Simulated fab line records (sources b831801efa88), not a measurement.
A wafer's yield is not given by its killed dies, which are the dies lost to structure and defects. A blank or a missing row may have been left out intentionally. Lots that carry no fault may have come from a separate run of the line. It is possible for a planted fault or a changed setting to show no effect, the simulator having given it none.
One fault seen from 2 desks || flow gf180mcu || each desk holds nothing but its own numbers, with what lay behind them at the end

## THE TOOL OWNER'S DESK: pvd-sputter-01
The tool's own readings at GF_M4_SPUTTER_02 (material AlCu, target thk 450 nm, time 23.9 s): means of the sampled wafers that have a number, for each lot that ran on this tool. The brackets show how far a lot's mean lies from the usual mean; more than 4 standard deviations puts the lot out of limits, marked OUT.
Columns: A = throttle-valve-pct at GF_M4_SPUTTER_02, usual 30.2 %
{"lot": "L901", "first seen here": "day 24 08:56", "A": 29.6}
{"lot": "L906", "first seen here": "day 26 02:43", "A": 29.7}
This desk's verdict: no lot among the 2 shows anything out of limits.

## AT THE METROLOGY DESK
Lot by lot, what the gauges showed, no matter which tool ran the lot: averages of those sampled wafers that carry a number. The brackets show how far a lot's mean lies from the usual mean; more than 4 standard deviations puts the lot out of limits, marked OUT.
Columns: A = V3_W_RS at GF_V3_RS_MEAS_24, usual 0.327 ohm/sq; B = V3_W_THK at GF_V3_THK_MEAS_25, usual 353 nm; C = M4_ALCU_RS at GF_M4_RS_MEAS_05, usual 0.0699 ohm/sq; D = M4_ALCU_THK at GF_M4_THK_MEAS_06, usual 452 nm; E = cd-nm at GF_M4_CD_MEAS_14, usual 280.3 nm; F = M4_OVL at GF_M4_OVL_MEAS_15, usual 1 nm
{"lot": "L899", "first seen here": "day 23 17:53", "A": 0.328, "B": 350, "C": 0.0692, "D": 459, "E": 279.3, "F": 1}
{"lot": "L901", "first seen here": "day 24 08:22", "A": 0.329, "B": 350, "C": 0.0707, "D": 446, "E": 279.5, "F": 3}
{"lot": "L906", "first seen here": "day 26 02:08", "A": 0.323, "B": 360, "C": 0.0680, "D": 463, "E": 280.7, "F": 1}
{"lot": "L910", "first seen here": "day 27 09:20", "A": 0.328, "B": 352, "C": 0.0699, "D": 455, "E": 281.2, "F": 4}
{"lot": "L919", "first seen here": "day 29 22:24", "A": 0.328, "B": 348, "C": 0.0696, "D": 456, "E": 277.7, "F": -10}
This desk's verdict: no lot among the 5 shows anything out of limits.

## BROUGHT TOGETHER
The tool owner's desk saw nothing out of limits.
Nothing out of limits was seen by the metrology desk.

## WHAT THE SIMULATOR PUT IN
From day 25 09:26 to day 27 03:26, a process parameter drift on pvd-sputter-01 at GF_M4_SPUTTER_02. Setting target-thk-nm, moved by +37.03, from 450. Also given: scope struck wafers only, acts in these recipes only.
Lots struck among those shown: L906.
